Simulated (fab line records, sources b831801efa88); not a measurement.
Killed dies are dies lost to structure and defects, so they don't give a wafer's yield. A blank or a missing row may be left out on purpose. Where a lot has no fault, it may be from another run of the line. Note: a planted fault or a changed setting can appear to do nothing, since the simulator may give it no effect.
fab line records | flow sky130
record: lots: 6 wafers: 18 lastDay: 50
route steps=708 shown VIA4@644 PAD_OPEN@708
lots that met no fault: taken from a fault-free run of the same line
startH: start of the lot's first displayed wafer, in hours after the record's first day | waitH: hours from the lot's prior step to this one | " repeats the value in the row above | L1.1+2: a single row standing in for several wafers | - value missing, or start not given | * or withheld: withheld | < > ~ a bound
route shown NAME@n: names a module that has steps shown in the file, with the first one's number in the route | usual: mean/standard deviation taken from wafers without a fault | same: alike in all rows | chamber/n: place in a boat | sites: readings site by site | _std_site: the values' standard deviation | _edge_site: mean of outer sites minus mean of inner sites | radiusMm: for every site, how far away it sits from the centre of the wafer | mask NAME#n: copy n | behind: tool/chamber where the wafer was last shaped | hold: the reason the lot was held/the length of the hold in hours/how it ended | device: the n, p or np transistor that did not switch | end of line: tests run on the same wafers once the route is complete | a step without rows: its recipe alone | killed: dies that structure and defects cost at the first sort, which is not the same as the wafer's yield | map: a wafer's dies, marking killed ones x, the rest . and places with no die _
set.NAME: the run value of the setting; set.NAME@STEP: its run value at that earlier step | model.NAME: the simulator's own value behind a step, which no gauge read
lots seen at some steps along the route; tables by step, rows by wafer
services: the hour from which a tool's chamber was out of use, counted from the record's first day as startH (under 0 if before that day), plus the number of hours and why
== steps ==
step: SKY_VIA4_HMDS_05
recipe: primeTimeS: 60 primeTempC: 120
step: SKY_VIA4_COAT_06
recipe: resist: NOVOLAK spinRpm: 3000 resistThkNm: 1140
step: SKY_VIA4_SOFTBAKE_07
recipe: tempC: 90 timeS: 60 resist: NOVOLAK
step: SKY_VIA4_EXPOSE_08
recipe: maskId: VIM4 na: 0.6 sourceShape: conventional sigmaOuter: 0.6 polarization: unpolarized targetCdNm: 800 doseMj: 132
step: SKY_VIA4_PEB_09
recipe: tempC: withheld timeS: * resist: NOVOLAK
step: SKY_VIA4_DEVELOP_10
recipe: resist: NOVOLAK developer: TMAH developTimeS: 60 devTempC: 23
step: SKY_VIA4_OVL_MEAS_11
usual: VIA4_OVL: 0.4/1.2
columns lot.wafer tool chamber startH waitH VIA4_OVL[nm]
L751.1 overlay-02 - 1006.68 0.1 3.1
L751.2 " - " " 3.9
L751.4 " - " " 2.6
L753.1 overlay-01 - 1016.93 0.1 -0.5
L753.2 " - " " 0.1
L753.3 " - " " -0.1
L754.2 overlay-01 - 1030.54 0.1 1.3
L754.4 " - " " -0.2
L754.5 " - " " 0.1
L755.1 overlay-02 - 1037.68 0.1 -0.3
L755.2 " - " " -2.7
L755.6 " - " " -0.7
L769.2 overlay-02 - 1121.93 0.1 0.0
L769.3 " - " " 0.7
L769.5 " - " " -0.1
L772.3 overlay-01 - 1137.69 0.1 -0.5
L772.4 " - " " 0.6
L772.6 " - " " 0.0
step: SKY_VIA4_ETCH_12
recipe: target: SiO2 chemistry: C4F8/O2/Ar stopOn: TiN maskMaterial: NOVOLAK sourceW: 1500 biasW: 1161 pressureMtorr: 40 c4f8FlowSccm: withheld O2_flow_sccm: 6 Ar_flow_sccm: 300 timeS: withheld targetDepthA: 5800
usual: oesProductAu: 0.925/0.0043 rfFwdPowerW: 1490/5.3
columns lot.wafer tool chamber startH waitH oesProductAu rfFwdPowerW
L751.1 rieDiel-04 1 1006.71 0.0 0.918 1492
L751.2 " 0 " " 0.926 1504
L751.4 " 1 " " 0.929 1497
L753.1 rieDiel-03 3 1016.97 0.0 0.932 1491
L753.2 " 1 " " 0.919 1485
L753.3 " 0 " " 0.924 1493
L754.2 rieDiel-03 0 1030.57 0.0 0.922 1487
L754.4 " 0 " " 0.924 1486
L754.5 " 1 " " 0.919 1496
L755.1 rieDiel-03 0 1037.71 0.0 0.931 1488
L755.2 " 3 " " 0.919 1493
L755.6 " 3 " " 0.929 1497
L769.2 rieDiel-03 2 1121.96 0.0 0.931 1493
L769.3 " 3 " " 0.918 1493
L769.5 " 1 " " 0.922 1494
L772.3 rieDiel-03 2 1137.71 0.0 0.928 1491
L772.4 " 3 " " 0.929 1497
L772.6 " 0 " " 0.924 1493
step: SKY_VIA4_STRIP_13
recipe: chemistry: O2/N2 powerW: 1400 pressureMtorr: 1500 platenTempC: withheld o2FlowSccm: 3000 n2FlowSccm: 300 overashFraction: 0.5
usual: drypumpMotorCurrentA: 5.8/0.35 oesProductAu: 0.709/0.004 stripTimeToEndpointS: 12.81/0.031
columns lot.wafer tool chamber startH waitH drypumpMotorCurrentA oesProductAu rfHoursCounterH stripTimeToEndpointS
L751.1 plasmaAsher-03 0 1006.78 - 5.9 0.710 82 12.80
L751.2 " 1 " " 5.3 0.705 82 12.82
L751.4 " 1 " " 5.3 0.713 - 12.85
L753.1 plasmaAsher-03 0 1017.04 - 5.9 0.708 83 12.89
L753.2 " 1 " " 5.3 0.705 83 12.86
L753.3 " 1 " " 5.3 0.711 - 12.84
L754.2 plasmaAsher-03 0 1030.64 - 5.9 0.713 85 12.79
L754.4 " 1 " " 5.3 0.706 - 12.82
L754.5 " 1 " " 5.2 0.704 - 12.79
L755.1 plasmaAsher-01 1 1037.78 - 6.2 0.710 123 12.82
L755.2 " 0 " " 5.5 0.711 123 12.79
L755.6 " 1 " " 6.2 0.710 - 12.82
L769.2 plasmaAsher-01 0 1122.03 - 5.4 0.706 5 12.79
L769.3 " 1 " " 6.3 0.714 - 12.84
L769.5 " 1 " " 6.3 0.715 - 12.78
L772.3 plasmaAsher-04 1 1137.82 - 6.2 0.711 - 12.81
L772.4 " 0 " " 5.7 0.709 - 12.82
L772.6 " 1 " " 6.2 0.712 - 12.82
step: SKY_VIA4_STRIP_14
recipe: chemistry: postEtchResidueRemover timeS: 1200 tempC: 72.5
step: SKY_VIA4_CLEAN_15
recipe: chemistry: IPA timeS: 180 tempC: 25
step: SKY_VIA4_CLEAN_16
recipe: chemistry: O3/DIW dry: n2Spin
step: SKY_VIA4_SPUTTER_17
recipe: material: TiN targetThkNm: 20 chamberPressurePa: 5 powerW: 4000 timeS: 80
usual: throttleValvePct: 30.7/1.1
columns lot.wafer tool chamber startH waitH throttleValvePct model.TiN_of_VIA4_SPUTTER_17.thkNm
L751.1 pvdSputter-01 - 1007.41 0.0 30.9 19.62
L751.2 " - " " 28.7 19.89
L751.4 " - " " 31.0 19.88
L753.1 pvdSputter-01 - 1018.04 0.0 31.1 19.98
L753.2 " - " " 28.7 20.07
L753.3 " - " " 32.0 20.02
L754.2 pvdSputter-01 - 1031.34 0.0 31.1 35.23
L754.4 " - " " 31.9 35.32
L754.5 " - " " 30.8 35.17
L755.1 pvdSputter-01 - 1038.44 0.0 28.8 35.5
L755.2 " - " " 31.2 35.46
L755.6 " - " " 28.6 35.4
L769.2 pvdSputter-04 - 1122.63 0.0 31.1 19.86
L769.3 " - " " 32.2 19.94
L769.5 " - " " 32.5 19.63
L772.3 pvdSputter-01 - 1138.78 0.0 31.1 20.25
L772.4 " - " " 32.0 20.22
L772.6 " - " " 30.9 20.05
step: SKY_VIA4_CVD_18
recipe: material: W targetThkNm: 505 timeS: 152.14 tempC: 400 pressureTorr: 40
usual: heaterPowerW: 926/49
columns lot.wafer tool chamber startH waitH heaterPowerW
L751.1 cvdW-01 1 1007.47 0.0 914
L751.2 " 0 " " 938
L751.4 " 0 " " 889
L753.1 cvdW-01 0 1018.10 0.0 898
L753.2 " 1 " " 927
L753.3 " 1 " " 920
L754.2 cvdW-01 0 1031.40 0.0 908
L754.4 " 0 " " 888
L754.5 " 1 " " 934
L755.1 cvdW-01 1 1038.50 0.0 936
L755.2 " 0 " " 909
L755.6 " 0 " " 903
L769.2 cvdW-01 0 1122.69 0.0 914
L769.3 " 1 " " 928
L769.5 " 0 " " 914
L772.3 cvdW-02 0 1138.89 0.1 1006
L772.4 " 1 " " 868
L772.6 " 1 " " 841
step: SKY_PAD_OPEN_PROBE_99
usual: defectLimitedYield: 82.8/1.8 killed_at_M0_to_M3: 43/6.3 killed_at_M4_up: 3.1/1.9 killedAtContacts: 24/5.1 killedAtFrontEnd: 14/4.3 killedAtOther: 0.3/0.53 killedDies: 85/8.8 killedOpen: 46/7.1 killedShort: 38/5.9 sort_bin_3_pad_short: 0.8/0.41 sort_bin_5_function: 10.4/1.5 sort_bin_6_memory: 6.1/1.1 sortNPass: 407/8.8 sortYieldPct: 82.8/1.8
same: grossDies: 492 killedAtBackSide: 0 sort_bin_4_leakage[%]: 0 sort_bin_8_speed[%]: 0
columns lot.wafer tool chamber startH waitH defectLimitedYield[%] killed_at_M0_to_M3 killed_at_M4_up killedAtContacts killedAtFrontEnd killedAtOther killedDies killedOpen killedShort sort_bin_3_pad_short[%] sort_bin_5_function[%] sort_bin_6_memory[%] sortNPass sortYieldPct[%]
L751.1 prober-02 - 1078.78 0.1 86.0 32 2 18 17 0 69 39 30 0.2 8.3 5.5 423 86.0
L751.2 prober-02 - 1078.83 0.1 83.1 52 2 20 9 0 83 49 34 1.4 9.8 5.7 409 83.1
L751.4 prober-02 - 1078.93 0.2 86.4 36 1 19 11 0 67 34 33 0.4 7.1 6.1 425 86.4
L753.1 prober-02 - 1087.55 0.1 78.7 50 2 29 23 1 105 63 41 1.2 12.0 8.1 387 78.7
L753.2 prober-02 - 1087.60 0.1 80.9 56 1 25 12 0 94 47 47 1.0 10.8 7.3 398 80.9
L753.3 prober-02 - 1087.65 0.2 81.3 39 4 27 21 1 92 50 41 1.8 8.7 8.1 400 81.3
L754.2 prober-01 - 1100.73 0.1 80.3 49 8 25 13 2 97 59 38 2.0 11.0 6.7 395 80.3
L754.4 prober-01 - 1100.83 0.2 80.3 52 3 30 12 0 97 54 43 0 10.8 8.9 395 80.3
L754.5 prober-01 - 1100.88 0.2 80.5 57 4 25 10 0 96 56 40 0.6 11.2 7.7 396 80.5
L769.2 prober-02 - 1180.84 0.1 82.5 43 0 26 17 0 86 41 45 1.8 10.0 5.7 406 82.5
L769.3 prober-02 - 1180.89 0.2 85.8 31 3 19 17 0 70 35 35 1.0 8.3 4.9 422 85.8
L769.5 prober-02 - 1180.99 0.2 81.5 48 2 26 15 0 91 56 35 0.2 12.0 6.3 401 81.5
L772.3 prober-02 - 1193.03 0.2 82.5 45 3 21 17 0 86 54 32 0.2 11.2 6.1 406 82.5
L772.4 prober-02 - 1193.08 0.2 82.1 53 4 14 16 1 88 44 42 0.6 11.0 6.3 404 82.1
L772.6 prober-02 - 1193.18 0.2 81.9 40 4 23 19 3 89 50 39 1.0 10.2 6.9 403 81.9
killed by level:class
L751.1 FIELD_ISO:geometricParticle:open=10 VIA1:geometricParticle:open=8 VIA3:geometricParticle:open=8 CONTACT:geometricParticle:short=6 METAL1:geometricParticle:short=5 LI_CONTACT:geometricParticle:open=5 FIELD_ISO:geometricParticle:short=4 METAL2:geometricParticle:short=4
L751.2 VIA1:geometricParticle:open=15 LI_CONTACT:geometricParticle:open=11 VIA3:geometricParticle:open=7 VIA1:geometricParticle:short=7 METAL3:geometricParticle:short=5 FIELD_ISO:geometricParticle:open=4 CONTACT:geometricParticle:short=4 CONTACT:geometricParticle:open=4
L751.4 CONTACT:geometricParticle:short=9 METAL2:geometricParticle:short=7 VIA1:geometricParticle:open=6 FIELD_ISO:geometricParticle:open=5 CONTACT:geometricParticle:open=5 FIELD_ISO:geometricParticle:short=4 METAL1:geometricParticle:open=4 VIA1:geometricParticle:short=4
L753.1 VIA3:geometricParticle:open=12 LI_CONTACT:geometricParticle:open=9 VIA2:geometricParticle:open=9 CONTACT:geometricParticle:open=8 METAL2:geometricParticle:short=8 POLY_GATE:geometricParticle:short=7 POLY_GATE:geometricParticle:open=7 LOCAL_INTERCONNECT:geometricParticle:short=5
L753.2 VIA3:geometricParticle:open=11 VIA1:geometricParticle:open=11 METAL2:geometricParticle:short=10 CONTACT:geometricParticle:short=8 CONTACT:geometricParticle:open=8 VIA1:geometricParticle:short=5 FIELD_ISO:geometricParticle:short=4 LI_CONTACT:geometricParticle:open=4
L753.3 VIA1:geometricParticle:open=9 FIELD_ISO:geometricParticle:short=8 LI_CONTACT:geometricParticle:open=8 CONTACT:geometricParticle:open=8 VIA2:geometricParticle:open=6 VIA3:geometricParticle:open=6 CONTACT:geometricParticle:short=5 POLY_GATE:geometricParticle:short=4
L754.2 CONTACT:geometricParticle:open=13 VIA2:geometricParticle:open=11 VIA1:geometricParticle:open=9 LI_CONTACT:geometricParticle:open=8 VIA1:geometricParticle:short=6 METAL4:geometricParticle:short=5 METAL2:geometricParticle:short=5 FIELD_ISO:geometricParticle:short=4
L754.4 VIA3:geometricParticle:open=14 CONTACT:geometricParticle:open=9 LOCAL_INTERCONNECT:geometricParticle:short=8 METAL1:geometricParticle:short=8 VIA1:geometricParticle:open=7 VIA2:geometricParticle:open=7 LI_CONTACT:geometricParticle:open=6 METAL2:geometricParticle:short=5
L754.5 VIA1:geometricParticle:open=14 CONTACT:geometricParticle:open=12 VIA3:geometricParticle:open=10 VIA2:geometricParticle:open=7 METAL1:geometricParticle:short=7 VIA1:geometricParticle:short=7 LOCAL_INTERCONNECT:geometricParticle:short=5 METAL2:geometricParticle:short=5
L769.2 METAL1:geometricParticle:short=12 CONTACT:geometricParticle:open=10 FIELD_ISO:geometricParticle:short=8 LOCAL_INTERCONNECT:geometricParticle:short=6 VIA1:geometricParticle:open=6 VIA2:geometricParticle:open=6 LI_CONTACT:geometricParticle:open=5 VIA2:geometricParticle:short=5
L769.3 CONTACT:geometricParticle:short=8 VIA1:geometricParticle:open=7 CONTACT:geometricParticle:open=7 FIELD_ISO:geometricParticle:open=6 VIA3:geometricParticle:open=5 FIELD_ISO:geometricParticle:short=4 METAL1:geometricParticle:short=4 POLY_GATE:geometricParticle:short=3
L769.5 VIA1:geometricParticle:open=12 CONTACT:geometricParticle:open=11 VIA2:geometricParticle:open=9 VIA3:geometricParticle:open=7 VIA2:geometricParticle:short=6 FIELD_ISO:geometricParticle:open=4 LI_CONTACT:geometricParticle:short=4 LI_CONTACT:geometricParticle:open=4
L772.3 VIA1:geometricParticle:open=15 CONTACT:geometricParticle:open=7 VIA2:geometricParticle:open=7 LI_CONTACT:geometricParticle:open=6 VIA1:geometricParticle:short=6 VIA3:geometricParticle:open=6 POLY_GATE:geometricParticle:open=5 CONTACT:geometricParticle:short=4
L772.4 VIA1:geometricParticle:open=10 METAL1:geometricParticle:short=10 VIA2:geometricParticle:open=9 POLY_GATE:geometricParticle:open=6 CONTACT:geometricParticle:short=4 VIA3:geometricParticle:open=4 LI_CONTACT:geometricParticle:open=4 CONTACT:geometricParticle:open=4
L772.6 VIA1:geometricParticle:open=17 FIELD_ISO:geometricParticle:short=8 CONTACT:geometricParticle:open=8 METAL2:geometricParticle:short=5 POLY_GATE:geometricParticle:open=4 LI_CONTACT:geometricParticle:open=4 LOCAL_INTERCONNECT:geometricParticle:short=4 CONTACT:geometricParticle:short=4
== services ==
columns tool chamber startH hours kind
cvdW-01 - 988.35 0.6 repair
pvdSputter-04 1 1010.25 - consumableReplace:kit
pvdSputter-04 1 1010.25 18.0 scheduledDown
pvdSputter-04 1 1010.25 18.0 ventCycle
rieDiel-04 2 1013.74 34.3 repair
pvdSputter-01 - 1020.79 7.9 repair
rieDiel-04 - 1035.13 28.1 pm
plasmaAsher-01 - 1055.25 9.0 pm
plasmaAsher-01 0 1055.25 9.0 ventCycle
plasmaAsher-01 1 1055.25 9.0 ventCycle
plasmaAsher-01 0 1064.25 - clean
plasmaAsher-01 1 1064.25 - clean
rieDiel-04 - 1074.03 0.4 repair
rieDiel-03 - 1099.51 0.1 repair
pvdSputter-04 - 1102.45 0.6 repair
pvdSputter-04 - 1110.29 7.8 repair
rieDiel-04 0 1114.26 8.1 repair
pvdSputter-01 1 1114.34 - consumableReplace:kit
pvdSputter-01 1 1114.34 18.0 scheduledDown
pvdSputter-01 1 1114.34 18.0 ventCycle
rieDiel-03 1 1118.97 1.8 repair
pvdSputter-01 - 1122.18 5.5 repair
== key ==
firstSign none at tools or gauges
modelEffect: step: SKY_VIA4_SPUTTER_17 value: TiN_of_VIA4_SPUTTER_17.thkNm without: 19.84 struck: 35.35
metAt SKY_VIA4_SPUTTER_17
struckWafers L754.2,L754.4,L754.5,L755.1,L755.2,L755.6
onsetBetween 1018.04 1031.34
fault: kind: processParameterDrift tool: pvdSputter-01 chamber: - onsetH: 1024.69 steps: SKY_VIA4_SPUTTER_17 channel: targetThkNm offset: 15.509 shape: step endH: 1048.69 actsIn: theseRecipesOnly stated: 20
